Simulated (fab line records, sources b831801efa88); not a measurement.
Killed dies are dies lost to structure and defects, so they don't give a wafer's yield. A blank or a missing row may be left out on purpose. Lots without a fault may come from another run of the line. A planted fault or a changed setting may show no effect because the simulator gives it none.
fab line records | flow gf180mcu
record lots=5 wafers=15 last_day=33
route steps=602 shown MIM@511 M5@526 V5@540
lots that met no fault: from a run of the same line without faults
start_h: hours from the record's first day to the start of the lot's first wafer shown | wait_h: hours since the lot's step before | " the same as in the row above | L1.1+2: a row that stands for several wafers | - no value, or no start given | * or withheld: withheld | < > ~ a bound
route shown NAME@n: a module of which the file shows steps, and the number in the route of the first | usual: mean/standard deviation of fault-free wafers | same: alike in all rows | chamber/n: place in a boat | sites: the reading at each site | _std_site: their standard deviation | _edge_site: outer sites' mean less inner sites' | radius_mm: how far each site lies from the wafer's centre | mask NAME#n: copy n | behind: the tool/chamber that last shaped the wafer | hold: why the lot was held/for how many hours/how that ended | device: the transistor (n, p or np) that didn't switch | end of line: the same wafers' tests at the end of the route | a step without rows: its recipe alone | killed: dies lost to structure and defects at the first sort, not the wafer's yield | map: a wafer's dies, x killed, . not, _ none there
set.NAME: the setting as run; set.NAME@STEP: as run at that earlier step | model.NAME: the simulator's own value behind a step, which no gauge read
lots at some steps of the route; a table a step, a row a wafer
services: from which hour (start_h, from the record's first day; less than 0 if before it) a tool's chamber was out of use, for how many hours, and why
## steps
# step GF_MIM_SPUTTER_08
# recipe material=AlCu target_thk_nm=200 power_w=10600 time_s=10.6 chamber_pressure_pa=0.4
# usual throttle_valve_pct=29.7/1.1
# columns lot.wafer tool chamber start_h wait_h throttle_valve_pct
L075.1 pvd_sputter-03 - 568.78 0.0 30.4
L075.5 " - " " 28.6
L075.6 " - " " 31.6
L079.1 pvd_sputter-02 - 605.36 0.0 28.1
L079.3 " - " " 29.5
L079.6 " - " " 29.5
L084.2 pvd_sputter-03 - 654.53 0.0 31.5
L084.4 " - " " 30.7
L084.6 " - " " 31.5
L086.1 pvd_sputter-03 - 663.43 0.0 30.6
L086.2 " - " " 31.6
L086.5 " - " " 30.0
L094.1 pvd_sputter-04 - 713.36 0.0 29.4
L094.4 " - " " 30.7
L094.5 " - " " 28.1
# step GF_MIM_SPUTTER_09
# recipe material=TiN target_thk_nm=35 power_w=6500 time_s=29.2 chamber_pressure_pa=0.4
# usual throttle_valve_pct=29.7/1.2
# columns lot.wafer tool chamber start_h wait_h throttle_valve_pct
L075.1 pvd_sputter-03 - 568.80 0.0 30.5
L075.5 " - " " 28.7
L075.6 " - " " 31.5
L079.1 pvd_sputter-02 - 605.38 0.0 28.1
L079.3 " - " " 29.2
L079.6 " - " " 29.6
L084.2 pvd_sputter-03 - 654.55 0.0 31.8
L084.4 " - " " 30.6
L084.6 " - " " 31.5
L086.1 pvd_sputter-03 - 663.45 0.0 30.5
L086.2 " - " " 31.5
L086.5 " - " " 30.2
L094.1 pvd_sputter-04 - 713.38 0.0 29.1
L094.4 " - " " 30.7
L094.5 " - " " 28.2
# step GF_MIM_RS_MEAS_10
# recipe thk_meas_gauge=four-point-probe reads=TiN_of_MIM_SPUTTER_09+AlCu_of_MIM_SPUTTER_08+TiN_of_MIM_SPUTTER_07
# usual MIM_ALCU_RS=0.1611/0.0015
# columns lot.wafer tool chamber start_h wait_h MIM_ALCU_RS[ohm/sq]
L075.1 film_metro-03 - 568.83 0.0 0.1592
L075.5 " - " " 0.1605
L075.6 " - " " 0.1595
L079.1 film_metro-02 - 605.41 0.0 0.1620
L079.3 " - " " 0.1628
L079.6 " - " " 0.1629
L084.2 film_metro-02 - 654.61 0.0 0.1623
L084.4 " - " " 0.1620
L084.6 " - " " 0.1630
L086.1 film_metro-04 - 663.48 0.0 0.1628
L086.2 " - " " 0.1615
L086.5 " - " " 0.1616
L094.1 film_metro-04 - 713.41 0.0 0.1605
L094.4 " - " " 0.1606
L094.5 " - " " 0.1607
# step GF_MIM_THK_MEAS_11
# recipe thk_meas_gauge=xrf reads=AlCu_of_MIM_SPUTTER_08
# usual MIM_ALCU_THK=200.2/2.3
# columns lot.wafer tool chamber start_h wait_h MIM_ALCU_THK[nm]
L075.1 film_metro-03 - 568.95 0.1 200.8
L075.5 " - " " 199.8
L075.6 " - " " 201.1
L079.1 film_metro-02 - 605.53 0.1 200.5
L079.3 " - " " 199.0
L079.6 " - " " 197.9
L084.2 film_metro-02 - 654.72 0.1 200.2
L084.4 " - " " 200.9
L084.6 " - " " 198.3
L086.1 film_metro-04 - 663.60 0.1 198.1
L086.2 " - " " 198.8
L086.5 " - " " 199.7
L094.1 film_metro-04 - 713.53 0.1 202.6
L094.4 " - " " 201.5
L094.5 " - " " 202.1
# step GF_MIM_DEHYDRATE_12
# recipe temp_c=200 time_s=60
# columns lot.wafer tool chamber start_h wait_h
L075.1+5+6 litho_track-04 0 578.86 9.9
L079.1+3+6 litho_track-01 0 615.86 10.3
L084.2+4+6 litho_track-04 0 663.59 8.9
L086.1+2+5 litho_track-02 0 672.41 8.8
L094.1+4+5 litho_track-01 0 721.46 7.9
# step GF_MIM_HMDS_13
# recipe prime_time_s=60 prime_temp_c=120
# columns lot.wafer tool chamber start_h wait_h
L075.1+5+6 litho_track-04 0 579.01 0.1
L079.1+3+6 litho_track-01 0 616.01 0.1
L084.2+4+6 litho_track-04 0 663.74 0.1
L086.1+2+5 litho_track-02 0 672.56 0.1
L094.1+4+5 litho_track-01 0 721.61 0.1
# step GF_MIM_COAT_14
# recipe resist=NOVOLAK spin_rpm=3000 resist_thk_nm=1000
# columns lot.wafer tool chamber start_h wait_h
L075.1+5+6 litho_track-04 0 579.16 0.1
L079.1+3+6 litho_track-01 0 616.16 0.1
L084.2+4+6 litho_track-04 0 663.89 0.1
L086.1+2+5 litho_track-02 0 672.71 0.1
L094.1+4+5 litho_track-01 0 721.76 0.1
# step GF_MIM_SOFTBAKE_15
# recipe temp_c=90 time_s=60 resist=NOVOLAK
# columns lot.wafer tool chamber start_h wait_h
L075.1+5+6 litho_track-04 0 579.31 0.1
L079.1+3+6 litho_track-01 0 616.31 0.1
L084.2+4+6 litho_track-04 0 664.04 0.1
L086.1+2+5 litho_track-02 0 672.86 0.1
L094.1+4+5 litho_track-01 0 721.91 0.1
# step GF_MIM_EXPOSE_16
# recipe mask_id=FuseTop target_cd_nm=2000 na=0.6 source_shape=conventional sigma_outer=0.6 dose_mj=140
# columns lot.wafer tool chamber start_h wait_h mask
L075.1+5+6 iline_stepper-01 0 - - FuseTop#0
L079.1+3+6 iline_stepper-02 0 - - FuseTop#0
L084.2+4+6 iline_stepper-02 0 - - FuseTop#0
L086.1+2+5 iline_stepper-02 0 - - FuseTop#0
L094.1+4+5 iline_stepper-02 0 - - FuseTop#0
# step GF_MIM_PEB_17
# recipe temp_c=withheld time_s=* resist=NOVOLAK
# columns lot.wafer tool chamber start_h wait_h
L075.1+5+6 litho_track-01 0 - -
L079.1+3+6 litho_track-04 0 - -
L084.2+4+6 litho_track-04 0 - -
L086.1+2+5 litho_track-04 0 - -
L094.1+4+5 litho_track-01 0 - -
# step GF_MIM_DEVELOP_18
# recipe develop_time_s=60 dev_temp_c=23
# columns lot.wafer tool chamber start_h wait_h
L075.1+5+6 litho_track-01 0 590.01 0.1
L079.1+3+6 litho_track-04 0 626.41 0.1
L084.2+4+6 litho_track-04 0 673.39 0.1
L086.1+2+5 litho_track-04 0 682.21 0.1
L094.1+4+5 litho_track-01 0 730.46 0.1
# step GF_MIM_METAL_ETCH_19
# recipe chemistry=Cl2/BCl3 mask_material=NOVOLAK stop_on=Si3N4 target_depth_nm=324.5 pressure_mtorr=8 icp_w=800 bias_w=140 Cl2_flow_sccm=80 bcl3_flow_sccm=40 time_s=54.1
# usual drypump_motor_current_A=5.7/0.41 oes_product_au=0.940/0.0057 throttle_valve_pct=28.285/0.0096
# columns lot.wafer tool chamber start_h wait_h drypump_motor_current_A oes_product_au rf_hours_counter_h throttle_valve_pct
L075.1 rie_metal-01 1 590.16 0.1 5.6 0.942 3 28.283
L075.5 " 1 " " 5.6 0.953 - 28.279
L075.6 " 0 " " 5.2 0.948 - 28.280
L079.1 rie_metal-02 0 626.56 0.1 6.2 0.944 3 28.291
L079.3 " 0 " " 6.2 0.938 - 28.284
L079.6 " 1 " " 5.3 0.935 - 28.294
L084.2 rie_metal-03 1 673.51 0.1 6.1 0.941 3 28.292
L084.4 " 0 " " 6.0 0.929 - 28.286
L084.6 " 1 " " 6.1 0.926 - 28.307
L086.1 rie_metal-02 1 682.36 0.1 5.2 0.941 11 28.292
L086.2 " 0 " " 6.2 0.939 5 28.285
L086.5 " 0 " " 6.2 0.942 - 28.270
L094.1 rie_metal-02 0 730.61 0.1 6.2 0.939 7 28.281
L094.4 " 0 " " 6.2 0.936 - 28.301
L094.5 " 0 " " 6.3 0.934 - 28.285
# step GF_MIM_STRIP_20
# recipe chemistry=O2/N2 power_w=1400 pressure_mtorr=1500 platen_temp_c=250 o2_flow_sccm=3000 n2_flow_sccm=300 overash_fraction=0.5
# usual drypump_motor_current_A=5.8/0.42 heater_power_w=303/25 n2_flow_sccm=300.0/0.85 oes_product_au=0.692/0.0052 platen_temp_c=250.02/0.16 strip_time_to_endpoint_s=11.22/0.042
# columns lot.wafer tool chamber start_h wait_h drypump_motor_current_A heater_power_w n2_flow_sccm oes_product_au platen_temp_c rf_hours_counter_h strip_time_to_endpoint_s
L075.1 plasma_asher-04 0 590.23 0.0 5.3 357 298.3 0.694 249.89 88 11.23
L075.5 " 1 " " 6.3 344 300.7 0.685 250.08 - 11.24
L075.6 " 0 " " 5.2 362 299.9 0.694 250.28 - 11.20
L079.1 plasma_asher-02 1 626.63 0.0 5.6 316 299.9 0.681 249.85 54 11.17
L079.3 " 0 " " 5.7 330 300.8 0.686 250.25 - 11.16
L079.6 " 0 " " 5.7 317 299.9 0.693 250.10 - 11.18
L084.2 plasma_asher-02 1 673.58 0.0 5.6 308 300.4 0.703 250.02 60 11.22
L084.4 " 0 " " 5.7 311 299.1 0.688 250.21 - 11.24
L084.6 " 0 " " 5.7 314 299.8 0.705 249.94 - 11.26
L086.1 plasma_asher-01 1 682.43 0.0 6.4 276 299.7 0.696 250.00 96 11.31
L086.2 " 0 " " 5.4 278 299.2 0.696 250.14 96 11.24
L086.5 " 1 " " 6.5 277 299.4 0.690 249.95 - 11.26
L094.1 plasma_asher-02 0 730.75 0.1 5.7 318 301.6 0.694 249.93 66 11.20
L094.4 " 0 " " 5.7 311 300.4 0.697 250.05 - 11.18
L094.5 " 0 " " 5.7 313 301.5 0.683 250.11 - 11.25
# step GF_MIM_STRIP_21
# recipe chemistry=post_etch_residue_remover time_s=1200 temp_c=72.5
# usual temp_c=72.51/0.13
# columns lot.wafer tool chamber start_h wait_h temp_c
L075.1 wet_bench-03 3 590.33 0.1 72.66
L075.5 " 3 " " 72.42
L075.6 " 3 " " 72.63
L079.1 wet_bench-01 2 626.73 0.1 72.53
L079.3 " 2 " " 72.53
L079.6 " 2 " " 72.49
L084.2 wet_bench-01 0 673.68 0.1 72.46
L084.4 " 0 " " 72.41
L084.6 " 0 " " 72.40
L086.1 wet_bench-03 0 682.53 0.1 72.38
L086.2 " 0 " " 72.49
L086.5 " 0 " " 72.41
L094.1 wet_bench-01 3 730.85 0.1 72.59
L094.4 " 3 " " 72.41
L094.5 " 3 " " 72.52
# step GF_MIM_CLEAN_22
# recipe chemistry=DIW dry=n2_spin
# columns lot.wafer tool chamber start_h wait_h
L075.1+5+6 wet_bench-02 2 590.67 0.0
L079.1+3+6 wet_bench-02 1 627.07 0.0
L084.2+4+6 wet_bench-03 2 674.02 0.0
L086.1+2+5 wet_bench-03 1 682.87 0.0
L094.1+4+5 wet_bench-02 2 731.19 0.0
# step GF_M5_DEHYDRATE_00
# recipe temp_c=200 time_s=60
# columns lot.wafer tool chamber start_h wait_h
L075.1+5+6 litho_track-01 0 600.66 9.9
L079.1+3+6 litho_track-03 0 636.80 9.6
L084.2+4+6 litho_track-04 0 682.99 8.9
L086.1+2+5 litho_track-01 0 691.66 8.7
L094.1+4+5 litho_track-03 0 739.20 7.9
# step GF_M5_HMDS_01
# recipe prime_time_s=60 prime_temp_c=120
# columns lot.wafer tool chamber start_h wait_h
L075.1+5+6 litho_track-01 0 600.81 0.1
L079.1+3+6 litho_track-03 0 636.95 0.1
L084.2+4+6 litho_track-04 0 683.14 0.1
L086.1+2+5 litho_track-01 0 691.81 0.1
L094.1+4+5 litho_track-03 0 739.35 0.1
# step GF_M5_COAT_02
# recipe resist=KrF spin_rpm=withheld resist_thk_nm=1000
# columns lot.wafer tool chamber start_h wait_h
L075.1+5+6 litho_track-01 0 600.96 0.1
L079.1+3+6 litho_track-03 0 637.10 0.1
L084.2+4+6 litho_track-04 0 683.29 0.1
L086.1+2+5 litho_track-01 0 691.96 0.1
L094.1+4+5 litho_track-03 0 739.50 0.1
# step GF_M5_SOFTBAKE_03
# recipe temp_c=130 time_s=60 resist=KrF
# columns lot.wafer tool chamber start_h wait_h
L075.1+5+6 litho_track-01 0 601.11 0.1
L079.1+3+6 litho_track-03 0 637.25 0.1
L084.2+4+6 litho_track-04 0 683.44 0.1
L086.1+2+5 litho_track-01 0 692.11 0.1
L094.1+4+5 litho_track-03 0 739.65 0.1
# step GF_M5_EXPOSE_04
# recipe mask_id=Metal5 target_cd_nm=280 na=0.68 source_shape=conventional sigma_outer=0.6 dose_mj=28
# columns lot.wafer tool chamber start_h wait_h mask
L075.1+5+6 krf_scanner-02 0 - - Metal5#0
L079.1+3+6 krf_scanner-01 0 - - Metal5#0
L084.2+4+6 krf_scanner-01 0 - - Metal5#0
L086.1+2+5 krf_scanner-01 0 - - Metal5#0
L094.1+4+5 krf_scanner-02 0 - - Metal5#0
# step GF_M5_PEB_05
# recipe peb_temp_c=135 peb_time_s=90 resist=KrF
# columns lot.wafer tool chamber start_h wait_h
L075.1+5+6 litho_track-03 0 - -
L079.1+3+6 litho_track-01 0 - -
L084.2+4+6 litho_track-03 0 - -
L086.1+2+5 litho_track-03 0 - -
L094.1+4+5 litho_track-04 0 - -
# step GF_M5_DEVELOP_06
# recipe develop_time_s=60 dev_temp_c=21
# columns lot.wafer tool chamber start_h wait_h
L075.1+5+6 litho_track-03 0 611.15 0.2
L079.1+3+6 litho_track-01 0 647.01 0.2
L084.2+4+6 litho_track-03 0 692.87 0.2
L086.1+2+5 litho_track-03 0 701.50 0.2
L094.1+4+5 litho_track-04 0 747.76 0.2
# step GF_M5_CD_MEAS_07
# recipe target_cd_nm=280
# usual cd_nm=280.0/1.7
# columns lot.wafer tool chamber start_h wait_h cd_nm
L075.1 cd_sem-01 - 611.30 0.1 280.4
L075.5 " - " " 279.8
L075.6 " - " " 279.1
L079.1 cd_sem-01 - 647.16 0.1 279.4
L079.3 " - " " 277.9
L079.6 " - " " 278.7
L084.2 cd_sem-01 - 693.02 0.1 279.4
L084.4 " - " " 279.6
L084.6 " - " " 280.0
L086.1 cd_sem-01 - 701.65 0.1 283.2
L086.2 " - " " 282.9
L086.5 " - " " 282.6
L094.1 cd_sem-01 - 747.91 0.1 279.0
L094.4 " - " " 278.8
L094.5 " - " " 279.4
# step GF_M5_OVL_MEAS_08
# usual M5_OVL=-3/4.7
# columns lot.wafer tool chamber start_h wait_h M5_OVL[nm]
L075.1 overlay-01 - 611.42 0.1 -4
L075.5 " - " " -13
L075.6 " - " " -5
L079.1 overlay-02 - 647.28 0.1 -7
L079.3 " - " " 0
L079.6 " - " " -4
L084.2 overlay-01 - 693.12 0.1 0
L084.4 " - " " -1
L084.6 " - " " 0
L086.1 overlay-02 - 701.77 0.1 -3
L086.2 " - " " 0
L086.5 " - " " -3
L094.1 overlay-02 - 748.03 0.1 0
L094.4 " - " " -7
L094.5 " - " " -6
# step GF_M5_ETCH_09
# recipe chemistry=CF4/O2 target=Si3N4 target_depth_nm=52 source_w=800 bias_w=150 pressure_mtorr=150 cf4_flow_sccm=80 O2_flow_sccm=10 time_s=11.6
# usual drypump_motor_current_A=5.6/0.52 oes_product_au=1.000/0.0075 throttle_valve_pct=5.970/0.0092
# columns lot.wafer tool chamber start_h wait_h drypump_motor_current_A oes_product_au rf_hours_counter_h throttle_valve_pct
L075.1 rie_diel-02 3 611.45 0.0 5.9 0.999 9 5.968
L075.5 " 2 " " 4.8 1.007 - 5.969
L075.6 " 3 " " 5.9 1.008 - 5.982
L079.1 rie_diel-04 2 647.31 0.0 4.8 0.990 12 5.962
L079.3 " 3 " " 5.7 0.992 13 5.964
L079.6 " 2 " " 4.8 0.992 - 5.976
L084.2 rie_diel-03 2 693.15 0.0 5.6 0.990 45 5.958
L084.4 " 3 " " 6.7 1.005 6 5.966
L084.6 " 3 " " 6.8 1.001 - 5.957
L086.1 rie_diel-02 0 701.80 0.0 5.9 0.996 19 5.972
L086.2 " 1 " " 5.8 0.998 7 5.955
L086.5 " 2 " " 4.8 0.998 - 5.974
L094.1 rie_diel-02 3 748.07 0.0 5.9 0.999 14 5.974
L094.4 " 0 " " 6.0 1.021 20 5.975
L094.5 " 2 " " 4.9 1.016 - 5.984
# step GF_M5_METAL_ETCH_10
# recipe chemistry=Cl2/BCl3 mask_material=KrF target_depth_nm=627.5 stop_on=SiO2 pressure_mtorr=8 icp_w=800 bias_w=140 Cl2_flow_sccm=80 bcl3_flow_sccm=40 time_s=104.6
# usual drypump_motor_current_A=5.6/0.48 oes_product_au=0.974/0.0054 throttle_valve_pct=28.248/0.01
# columns lot.wafer tool chamber start_h wait_h drypump_motor_current_A oes_product_au rf_hours_counter_h throttle_valve_pct
L075.1 rie_metal-02 1 611.48 0.0 5.3 0.979 9 28.259
L075.5 " 0 " " 6.2 0.964 - 28.258
L075.6 " 1 " " 5.3 0.968 - 28.262
L079.1 rie_metal-02 0 647.34 0.0 6.2 0.971 4 28.251
L079.3 " 0 " " 6.2 0.974 - 28.229
L079.6 " 1 " " 5.3 0.977 - 28.240
L084.2 rie_metal-04 1 693.21 0.0 5.1 0.975 - 28.246
L084.4 " 1 " " 5.1 0.977 - 28.266
L084.6 " 1 " " 5.1 0.971 - 28.256
L086.1 rie_metal-02 1 701.83 0.0 5.2 0.970 12 28.259
L086.2 " 0 " " 6.2 0.978 6 28.242
L086.5 " 1 " " 5.3 0.972 - 28.258
L094.1 rie_metal-01 0 748.09 0.0 5.2 0.979 6 28.268
L094.4 " 1 " " 5.6 0.979 - 28.255
L094.5 " 0 " " 5.2 0.979 - 28.240
# step GF_M5_STRIP_11
# recipe chemistry=O2/N2 power_w=1400 pressure_mtorr=1500 platen_temp_c=250 o2_flow_sccm=3000 n2_flow_sccm=300 overash_fraction=0.5
# usual drypump_motor_current_A=5.8/0.52 heater_power_w=335/20 n2_flow_sccm=300.0/0.8 oes_product_au=0.543/0.0047 platen_temp_c=250.01/0.19 strip_time_to_endpoint_s=7.51/0.035
# columns lot.wafer tool chamber start_h wait_h drypump_motor_current_A heater_power_w n2_flow_sccm oes_product_au platen_temp_c rf_hours_counter_h strip_time_to_endpoint_s
L075.1 plasma_asher-02 1 611.59 0.1 5.6 308 300.4 0.545 249.83 53 7.54
L075.5 " 1 " " 5.6 311 300.8 0.550 249.92 - 7.58
L075.6 " 0 " " 5.7 315 299.2 0.552 250.14 - 7.55
L079.1 plasma_asher-04 0 647.45 0.1 5.3 366 301.6 0.547 249.91 94 7.47
L079.3 " 1 " " 6.4 339 300.4 0.540 249.98 - 7.48
L079.6 " 1 " " 6.4 357 299.3 0.545 250.07 - 7.50
L084.2 plasma_asher-04 0 693.40 0.1 5.3 350 298.7 0.545 249.36 97 7.53
L084.4 " 0 " " 5.3 360 299.9 0.546 249.88 - 7.52
L084.6 " 0 " " 5.3 362 299.8 0.546 249.74 - 7.49
L086.1 plasma_asher-03 0 701.94 0.1 6.7 358 299.8 0.543 250.04 29 7.53
L086.2 " 1 " " 5.2 319 300.0 0.546 250.00 29 7.55
L086.5 " 1 " " 5.2 320 299.3 0.554 250.21 - 7.56
L094.1 plasma_asher-04 0 748.20 0.1 5.3 372 300.2 0.544 249.93 0 7.54
L094.4 " 1 " " 6.3 328 300.2 0.539 250.44 - 7.57
L094.5 " 0 " " 5.3 374 298.3 0.541 249.93 - 7.55
# step GF_M5_STRIP_12
# recipe chemistry=post_etch_residue_remover time_s=1200 temp_c=72.5
# usual temp_c=72.50/0.12
# columns lot.wafer tool chamber start_h wait_h temp_c
L075.1 wet_bench-04 3 611.69 0.1 72.52
L075.5 " 3 " " 72.53
L075.6 " 3 " " 72.31
L079.1 wet_bench-04 1 647.55 0.1 72.59
L079.3 " 1 " " 72.52
L079.6 " 1 " " 72.62
L084.2 wet_bench-03 0 693.50 0.1 72.51
L084.4 " 0 " " 72.40
L084.6 " 0 " " 72.46
L086.1 wet_bench-02 1 702.04 0.1 72.44
L086.2 " 1 " " 72.60
L086.5 " 1 " " 72.60
L094.1 wet_bench-02 3 748.37 0.1 72.38
L094.4 " 3 " " 72.54
L094.5 " 3 " " 72.38
# step GF_M5_CLEAN_13
# recipe chemistry=DIW dry=n2_spin
# columns lot.wafer tool chamber start_h wait_h
L075.1+5+6 wet_bench-03 0 612.06 0.0
L079.1+3+6 wet_bench-02 1 647.89 0.0
L084.2+4+6 wet_bench-04 2 693.84 0.0
L086.1+2+5 wet_bench-03 0 702.38 0.0
L094.1+4+5 wet_bench-02 2 748.74 0.0
# step GF_V5_CVD_00
# recipe material=SiO2 target_thk_nm=300 sigma_open_frac=0.3 temp_c=400 time_s=50 sih4_flow_sccm=60 pressure_mtorr=6
# usual pressure_mtorr=5.999/0.013
# columns lot.wafer tool chamber start_h wait_h pressure_mtorr
L075.1 hdpcvd-01 2 612.15 0.0 5.997
L075.5 " 2 " " 6.004
L075.6 " 0 " " 5.999
L079.1 hdpcvd-01 2 647.98 0.0 6.010
L079.3 " 1 " " 6.014
L079.6 " 2 " " 6.015
L084.2 hdpcvd-01 1 693.94 0.0 6.002
L084.4 " 0 " " 6.016
L084.6 " 1 " " 5.995
L086.1 hdpcvd-02 0 702.48 0.0 5.997
L086.2 " 2 " " 5.989
L086.5 " 2 " " 5.986
L094.1 hdpcvd-01 0 748.84 0.0 5.990
L094.4 " 2 " " 5.995
L094.5 " 0 " " 5.996
# step GF_V5_THK_MEAS_01
# recipe reads=SiO2_of_V5_CVD_00
# usual V5_CVD_00_THK=300.9/2.7
# columns lot.wafer tool chamber start_h wait_h V5_CVD_00_THK[nm]
L075.1 film_metro-02 - 612.20 0.0 300.0
L075.5 " - " " 302.1
L075.6 " - " " 299.1
L079.1 film_metro-01 - 648.03 0.0 305.1
L079.3 " - " " 300.7
L079.6 " - " " 304.8
L084.2 film_metro-03 - 694.02 0.1 299.0
L084.4 " - " " 299.0
L084.6 " - " " 301.9
L086.1 film_metro-02 - 702.52 0.0 300.8
L086.2 " - " " 297.6
L086.5 " - " " 294.5
L094.1 film_metro-02 - 748.89 0.0 298.6
L094.4 " - " " 298.9
L094.5 " - " " 301.2
# step GF_V5_CVD_02
# recipe material=SiO2 target_thk_nm=1450 precursor=TEOS temp_c=400 time_s=163.28 rf_w=600
# usual heater_power_w=615/97
# columns lot.wafer tool chamber start_h wait_h heater_power_w since_wet_clean_h
L075.1 pecvd-01 1 612.26 0.1 627 7
L075.5 " 0 " " 738 -
L075.6 " 2 " " 470 -
L079.1 pecvd-01 0 648.09 0.1 680 43
L079.3 " 2 " " 575 43
L079.6 " 1 " " 626 -
L084.2 pecvd-01 2 694.07 0.0 557 89
L084.4 " 1 " " 498 -
L084.6 " 2 " " 497 -
L086.1 pecvd-03 1 702.58 0.1 572 320
L086.2 " 0 " " 515 320
L086.5 " 2 " " 635 -
L094.1 pecvd-01 2 748.95 0.1 528 144
L094.4 " 0 " " 630 -
L094.5 " 2 " " 582 -
# step GF_V5_THK_MEAS_03
# recipe reads=SiO2_of_V5_CVD_02
# usual V5_CVD_02_THK=1453/16
# columns lot.wafer tool chamber start_h wait_h V5_CVD_02_THK[nm]
L075.1 film_metro-01 - 612.36 0.1 1444
L075.5 " - " " 1462
L075.6 " - " " 1475
L079.1 film_metro-02 - 648.19 0.1 1432
L079.3 " - " " 1442
L079.6 " - " " 1448
L084.2 film_metro-01 - 694.19 0.1 1440
L084.4 " - " " 1461
L084.6 " - " " 1466
L086.1 film_metro-01 - 702.69 0.1 1432
L086.2 " - " " 1425
L086.5 " - " " 1480
L094.1 film_metro-01 - 749.05 0.1 1450
L094.4 " - " " 1450
L094.5 " - " " 1458
# step GF_V5_CMP_04
# recipe material=SiO2 down_force_psi=4 platen_rpm=60 pad_velocity_m_s=0.94248
# usual motor_current_A=12.3/1.2 platen_rpm=60.00/0.039
# columns lot.wafer tool chamber start_h wait_h motor_current_A platen_rpm
L075.1 cmp-01 3 612.57 0.2 13.4 60.03
L075.6 " 0 " " 13.0 59.98
L075.5 " 1 " " 10.9 59.98
L079.3 cmp-01 3 648.31 0.1 13.7 59.98
L079.1 " 0 " " 13.3 59.98
L079.6 " 3 " " 14.5 60.01
L084.2 cmp-01 0 694.34 0.1 12.9 60.03
L084.4 " 1 " " 10.7 59.99
L084.6 " 3 " " 14.0 59.95
L086.2 cmp-02 2 702.80 0.1 13.3 60.01
L086.1 " 0 " " 10.2 59.94
L086.5 " 1 " " 12.7 59.92
L094.1 cmp-02 2 749.11 0.1 13.3 59.99
L094.4 " 3 " " 11.5 60.03
L094.5 " 3 " " 12.2 59.97
# step GF_V5_BOW_MEAS_05
# recipe mode=bow
# usual V5_BOW=130/9.5
# columns lot.wafer tool chamber start_h wait_h V5_BOW[um]
L075.1 film_metro-02 - 612.72 0.1 151
L075.5 " - " " 144
L075.6 " - " " 139
L079.1 film_metro-02 - 648.58 0.2 121
L079.3 " - " " 140
L079.6 " - " " 124
L084.2 film_metro-02 - 694.56 0.2 123
L084.4 " - " " 124
L084.6 " - " " 121
L086.1 film_metro-01 - 703.05 0.1 129
L086.2 " - " " 150
L086.5 " - " " 135
L094.1 film_metro-03 - 749.41 0.2 130
L094.4 " - " " 134
L094.5 " - " " 132
# step GF_V5_DEHYDRATE_06
# recipe temp_c=200 time_s=60
# columns lot.wafer tool chamber start_h wait_h
L075.1+5+6 litho_track-03 0 622.55 9.8
L079.1+3+6 litho_track-03 0 658.35 9.7
L084.2+4+6 litho_track-04 0 702.89 8.3
L086.1+2+5 litho_track-02 0 711.46 8.4
L094.1+4+5 litho_track-04 0 757.41 8.0
# step GF_V5_HMDS_07
# recipe prime_time_s=60 prime_temp_c=120
# columns lot.wafer tool chamber start_h wait_h
L075.1+5+6 litho_track-03 0 622.70 0.1
L079.1+3+6 litho_track-03 0 658.50 0.1
L084.2+4+6 litho_track-04 0 703.04 0.1
L086.1+2+5 litho_track-02 0 711.61 0.1
L094.1+4+5 litho_track-04 0 757.56 0.1
# step GF_V5_COAT_08
# recipe resist=BARC temp_c=withheld time_s=withheld spin_rpm=withheld resist_thk_nm=withheld
# columns lot.wafer tool chamber start_h wait_h
L075.1+5+6 litho_track-03 0 622.85 0.1
L079.1+3+6 litho_track-03 0 658.65 0.1
L084.2+4+6 litho_track-04 0 703.19 0.1
L086.1+2+5 litho_track-02 0 711.76 0.1
L094.1+4+5 litho_track-04 0 757.71 0.1
# step GF_V5_COAT_09
# recipe resist=KrF spin_rpm=withheld resist_thk_nm=1000
# columns lot.wafer tool chamber start_h wait_h
L075.1+5+6 litho_track-03 0 - -
L079.1+3+6 litho_track-03 0 - -
L084.2+4+6 litho_track-04 0 - -
L086.1+2+5 litho_track-02 0 - -
L094.1+4+5 litho_track-04 0 - -
# step GF_V5_SOFTBAKE_10
# recipe temp_c=130 time_s=60 resist=KrF
# columns lot.wafer tool chamber start_h wait_h
L075.1+5+6 litho_track-03 0 - -
L079.1+3+6 litho_track-03 0 - -
L084.2+4+6 litho_track-04 0 - -
L086.1+2+5 litho_track-02 0 - -
L094.1+4+5 litho_track-04 0 - -
# step GF_V5_EXPOSE_11
# recipe mask_id=Via5 target_cd_nm=260 na=0.68 source_shape=conventional sigma_outer=0.6 dose_mj=38
# columns lot.wafer tool chamber start_h wait_h mask
L075.1+5+6 krf_scanner-01 0 - - Via5#0
L079.1+3+6 krf_scanner-01 0 - - Via5#0
L084.2+4+6 krf_scanner-01 0 - - Via5#0
L086.1+2+5 krf_scanner-02 0 - - Via5#0
L094.1+4+5 krf_scanner-02 0 - - Via5#0
# step GF_V5_PEB_12
# recipe peb_temp_c=135 peb_time_s=90 resist=KrF
# columns lot.wafer tool chamber start_h wait_h
L075.1+5+6 litho_track-04 0 - -
L079.1+3+6 litho_track-02 0 - -
L084.2+4+6 litho_track-03 0 - -
L086.1+2+5 litho_track-04 0 - -
L094.1+4+5 litho_track-03 0 - -
# step GF_V5_DEVELOP_13
# recipe develop_time_s=60 resist=KrF dev_temp_c=21
# columns lot.wafer tool chamber start_h wait_h
L075.1+5+6 litho_track-04 0 632.61 0.2
L079.1+3+6 litho_track-02 0 668.61 0.2
L084.2+4+6 litho_track-03 0 712.27 0.2
L086.1+2+5 litho_track-04 0 720.86 0.2
L094.1+4+5 litho_track-03 0 765.50 0.2
## services
# columns tool chamber start_h hours kind
krf_scanner-02 - 552.29 4.4 pm
plasma_asher-02 - 552.81 2.6 repair
krf_scanner-02 - 556.67 0.8 pm
pecvd-01 - 561.57 6.0 pm
rie_metal-02 - 569.62 0.4 repair
iline_stepper-02 - 570.89 1.9 repair
krf_scanner-01 - 589.18 0.8 pm
pecvd-01 - 591.12 14.0 pm
krf_scanner-02 - 594.30 3.6 pm
krf_scanner-02 - 608.65 1.0 repair
krf_scanner-02 - 630.20 1.3 pm
krf_scanner-01 - 638.86 0.4 repair
krf_scanner-01 - 656.22 1.3 pm
krf_scanner-01 - 677.16 4.0 pm
krf_scanner-01 - 690.32 0.9 repair
krf_scanner-01 - 691.96 0.2 repair
krf_scanner-01 - 696.41 3.6 pm
krf_scanner-01 - 701.37 0.3 repair
krf_scanner-01 - 710.09 1.0 pm
wet_bench-02 - 738.87 3.6 repair
krf_scanner-01 - 750.95 3.1 repair
pvd_sputter-03 - 752.57 0.7 repair
krf_scanner-01 - 758.04 0.8 pm
pvd_sputter-03 - 765.14 2.7 repair
## key
fault none
